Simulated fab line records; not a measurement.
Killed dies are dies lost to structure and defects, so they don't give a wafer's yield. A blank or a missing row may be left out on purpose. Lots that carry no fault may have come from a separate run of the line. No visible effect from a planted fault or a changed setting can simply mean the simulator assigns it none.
The same fault as seen by 2 desks | flow sky130 | each desk holds nothing but its own numbers, with what lay behind them at the end

== THE METROLOGY DESK ==
What the gauges read for every lot (on any tool): the sampled wafers with a number, averaged. Any lot whose mean is over 4 standard deviations away from the usual mean is out of limits and marked OUT; that distance is given in the brackets.
Columns: A = VT_ADJUST_HVTP_TW at SKY_VT_ADJUST_HVTP_TW_MEAS_11, usual 1361; B = SONOS_TUNNEL_OVL at SKY_SONOS_TUNNEL_OVL_MEAS_08, usual 0.6 nm; C = SONOS_TUNNEL_TW at SKY_SONOS_TUNNEL_TW_MEAS_12, usual 195.7
lot  | first seen here | A    | B    | C
L479 | day 6 12:19     | 1360 | 1.0  | 200.6
L482 | day 7 00:39     | 1344 | 1.3  | 193.8
L480 | day 7 01:37     | 1349 | -0.3 | 194.3
L484 | day 7 05:36     | 1336 | 0.3  | 202.1
L486 | day 7 23:19     | 1356 | -    | 194.5
L487 | day 8 08:27     | 1365 | -    | 195.4
L490 | day 8 20:46     | 1388 | 1.1  | 195.4
L489 | day 8 21:55     | 1344 | 1.9  | 194.6
L493 | day 9 17:30     | 1373 | 0.2  | 193.5
L495 | day 10 12:16    | 1380 | 0.6  | 193.2
L496 | day 10 15:00    | 1383 | 2.4  | 201.1
L498 | day 11 04:09    | 1383 | 0.6  | 193.1
L499 | day 11 07:27    | 1365 | 1.1  | 194.4
L501 | day 11 21:18    | 1364 | 0.2  | 194.9
Finding of this desk: none of the 14 lots has anything out of limits.

== TOOL OWNER'S DESK, iline stepper-01 ==
The tool's own readings at SKY_SONOS_TUNNEL_EXPOSE_04 (exposes mask TUNM, target cd 410 nm): means of the sampled wafers that have a number, for each lot that ran on this tool. Any lot whose mean is over 4 standard deviations away from the usual mean is out of limits and marked OUT; that distance is given in the brackets.
Columns: A = exposure dose mJ cm2 at SKY_SONOS_TUNNEL_EXPOSE_04, usual 135.94; B = focus offset nm at SKY_SONOS_TUNNEL_EXPOSE_04, usual 0.0 nm
lot  | first seen here | A      | B
L484 | day 12 05:19    | 135.81 | -0.3
L490 | day 14 06:14    | 136.00 | 0.1
L489 | day 14 07:52    | 135.69 | 0.3
L493 | day 15 08:19    | 135.85 | -0.5
L495 | day 16 08:38    | 136.05 | -0.1
L496 | day 16 10:32    | 135.93 | 0.1
L498 | day 17 03:53    | 135.93 | 0.4
L499 | day 17 07:41    | 135.88 | 0.4
Finding of this desk: none of the 8 lots has anything out of limits.

== PUT TOGETHER ==
At the metrology desk, nothing out of limits was observed.
The desk of the tool owner found nothing out of limits.

== WHAT THE SIMULATOR HAD PUT IN ==
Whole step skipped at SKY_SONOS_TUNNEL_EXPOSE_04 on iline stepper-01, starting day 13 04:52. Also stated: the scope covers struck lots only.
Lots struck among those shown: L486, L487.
